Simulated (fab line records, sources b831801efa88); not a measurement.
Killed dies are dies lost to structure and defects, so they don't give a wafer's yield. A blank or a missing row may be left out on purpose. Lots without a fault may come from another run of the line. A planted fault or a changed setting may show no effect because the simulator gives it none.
A struck lot beside a sound one | flow sky130 | 43 steps out of a route of 708
Sound: wafers L950.4, L950.5, L950.6. Struck: wafers L958.1, L958.2, L958.4. The cause comes at the end.
At each step with rows: each side's tool, then ch and its chambers, then its first start. Under that, the readings that differ: sound wafers | struck wafers | difference of the means | sigmas: that difference in standard deviations of wafers without a fault.
alike: readings whose means differ by less than 2 such deviations, and words and numbers that are the same on both sides. not compared: withheld readings, readings that some wafer has no value for, bounds like >300 that may hide the same value, and numbers for which the record gives no deviation and whose values overlap.
The two part at a step that has a row with sigmas, a row that says differs or no value, or rows on one side only. Numbers that don't overlap but have no deviation are shown without sigmas and don't part them. A reading that every wafer of one side lacks parts them only if that side has two wafers or more.

first, 1 step without rows for these wafers: SKY_VIA4_CMP_02 (polishes SiO2).
SKY_VIA4_BOW_MEAS_03:
  sound on film_metro-02, day 42 15:58; struck on film_metro-02, day 44 22:45
  alike: VIA4_BOW
then, 7 steps without rows for these wafers: SKY_VIA4_DEHYDRATE_04 (time 60 s); SKY_VIA4_HMDS_05 (prime time 60 s); SKY_VIA4_COAT_06 (resist thk 1140 nm); SKY_VIA4_SOFTBAKE_07 (time 60 s); SKY_VIA4_EXPOSE_08 (exposes mask VIM4, target cd 800 nm); SKY_VIA4_PEB_09; SKY_VIA4_DEVELOP_10 (develop time 58.94 s).
SKY_VIA4_OVL_MEAS_11:
  sound on overlay-01, day 43 15:10; struck on overlay-01, day 45 19:02
  reading       | sound       | struck         | difference | sigmas
  VIA4_OVL (nm) | 1.9 1.8 2.2 | -1.2 -2.4 -2.5 | -4.0       | -3
then, 2 steps without rows for these wafers: SKY_VIA4_ETCH_12 (etches SiO2 in C4F8/O2/Ar, stops on TiN, target depth 580 nm); SKY_VIA4_STRIP_13 (strips in O2/N2).
SKY_VIA4_STRIP_14: strips in post etch residue remover, time 1200 s.
  sound on wet_bench-02 ch 0, day 43 15:21; struck on wet_bench-04 ch 1, day 45 19:14
then, 2 steps without rows for these wafers: SKY_VIA4_CLEAN_15 (cleans in IPA, time 180 s); SKY_VIA4_CLEAN_16 (cleans in O3/DIW).
SKY_VIA4_SPUTTER_17: material TiN, target thk 20 nm, time 80 s.
  sound on pvd_sputter-02, day 43 15:50; struck on pvd_sputter-03, day 45 19:45
  alike: throttle_valve_pct
then, 1 step without rows for these wafers: SKY_VIA4_CVD_18 (deposits W, target thk 505 nm, time 152.14 s).
SKY_VIA4_RS_MEAS_19: measures by four-point-probe.
  sound on film_metro-03, day 43 16:07; struck on film_metro-02, day 45 19:58
  alike: VIA4_W_RS
SKY_VIA4_THK_MEAS_20: measures by xrf.
  sound on film_metro-03, day 43 16:13; struck on film_metro-02, day 45 20:05
  alike: VIA4_W_THK
then, 1 step without rows for these wafers: SKY_VIA4_CMP_21 (polishes, stops on SiO2, t overpolish 25 s, target thk 0 nm).
SKY_METAL5_SPUTTER_00: material Ti, target thk 15 nm, time 10 s.
  sound on pvd_sputter-03, day 43 16:41; struck on pvd_sputter-04, day 45 20:26
  alike: throttle_valve_pct
then, 2 steps without rows for these wafers: SKY_METAL5_SPUTTER_01 (material TiN, target thk 20 nm, time 16.7 s); SKY_METAL5_SPUTTER_02 (material AlCu, target thk 1150 nm, time 61.2 s).
SKY_METAL5_SPUTTER_03: material Ti, target thk 5 nm, time 3.3 s.
  sound on pvd_sputter-03, day 43 16:47; struck on pvd_sputter-04, day 45 20:32
  alike: throttle_valve_pct
then, 1 step without rows for these wafers: SKY_METAL5_SPUTTER_04 (material TiN, target thk 70 nm, time 58.3 s).
SKY_METAL5_RS_MEAS_05: measures by four-point-probe.
  sound on film_metro-02, day 43 16:55; struck on film_metro-02, day 45 20:37
  alike: METAL5_ALCU_RS
SKY_METAL5_THK_MEAS_06: measures by xrf.
  sound on film_metro-02, day 43 17:00; struck on film_metro-02, day 45 20:44
  alike: METAL5_ALCU_THK
then, 9 steps without rows for these wafers: SKY_METAL5_DEHYDRATE_07 (time 60 s); SKY_METAL5_HMDS_08 (prime time 60 s); SKY_METAL5_COAT_09 (resist thk 1800 nm); SKY_METAL5_SOFTBAKE_10 (time 60 s); SKY_METAL5_EXPOSE_11 (exposes mask MM5, target cd 1600 nm); SKY_METAL5_PEB_12; SKY_METAL5_DEVELOP_13 (develop time 60 s); SKY_METAL5_DESCUM_14 (chemistry O2, time 11 s); SKY_METAL5_METAL_ETCH_15 (etches the open film in Cl2/BCl3, stops on SiO2, target depth 1260 nm, time 252 s).
SKY_METAL5_STRIP_16: strips in O2/N2.
  sound on plasma_asher-04 ch 0,1, day 44 15:44; struck on plasma_asher-04 ch 0,1, day 46 16:43
  alike: drypump_motor_current_A, o2_flow_sccm, oes_product_au, strip_time_to_endpoint_s
  not compared: rf_hours_counter_h
then, 3 steps without rows for these wafers: SKY_METAL5_STRIP_17 (strips in post etch residue remover, time 1200 s); SKY_METAL5_CLEAN_18 (cleans in IPA, time 180 s); SKY_METAL5_CLEAN_19 (cleans in O3/DIW).
SKY_PASSIVATION_CVD_00: deposits SiO2, target thk 90 nm.
  sound on pecvd-03 ch 0,1,2, day 44 16:20; struck on pecvd-01 ch 0,1, day 46 17:20
  alike: heater_power_w, susceptor_temp_C
SKY_PASSIVATION_THK_MEAS_01:
  sound on film_metro-02, day 44 16:23; struck on film_metro-03, day 46 17:21
  alike: PASSIVATION_CVD_00_THK
SKY_PAD_OPEN_PROBE_99:
  sound on prober-02, day 46 13:06; struck on prober-01, day 48 10:39
  reading                               | sound               | struck            | difference | sigmas
  killed_at_M4_up                       | 5 4 4               | 22 23 19          | +17        | +10
  killed_at_other                       | 4 1 0               | 0 1 0             | -1         | -2
  killed_on_rim                         | 15 23 14            | 27 28 25          | +9         | +3
  sort_bin_3_pad_short (%)              | 0.8 0.4 0.2         | 1.8 1.8 1.4       | +1.2       | +3
  model.etest.tester.sort_bin_3_pct (%) | 0.813 0.4065 0.2033 | 1.829 1.829 1.423 | +1.219     |
  alike: defect_limited_yield, killed_at_M0_to_M3, killed_at_contacts, killed_at_front_end, killed_dies, killed_open, killed_short, sort_bin_5_function, sort_bin_6_memory, sort_n_pass, sort_yield_pct
  not compared: model.etest.tester.sort_n_pass, model.etest.tester.sort_yield_pct, model.etest.tester.sort_bin_5_pct

WHERE THEY PART
First at SKY_VIA4_OVL_MEAS_11; last, within this record, at SKY_PAD_OPEN_PROBE_99.

WHY: what the simulator had put in
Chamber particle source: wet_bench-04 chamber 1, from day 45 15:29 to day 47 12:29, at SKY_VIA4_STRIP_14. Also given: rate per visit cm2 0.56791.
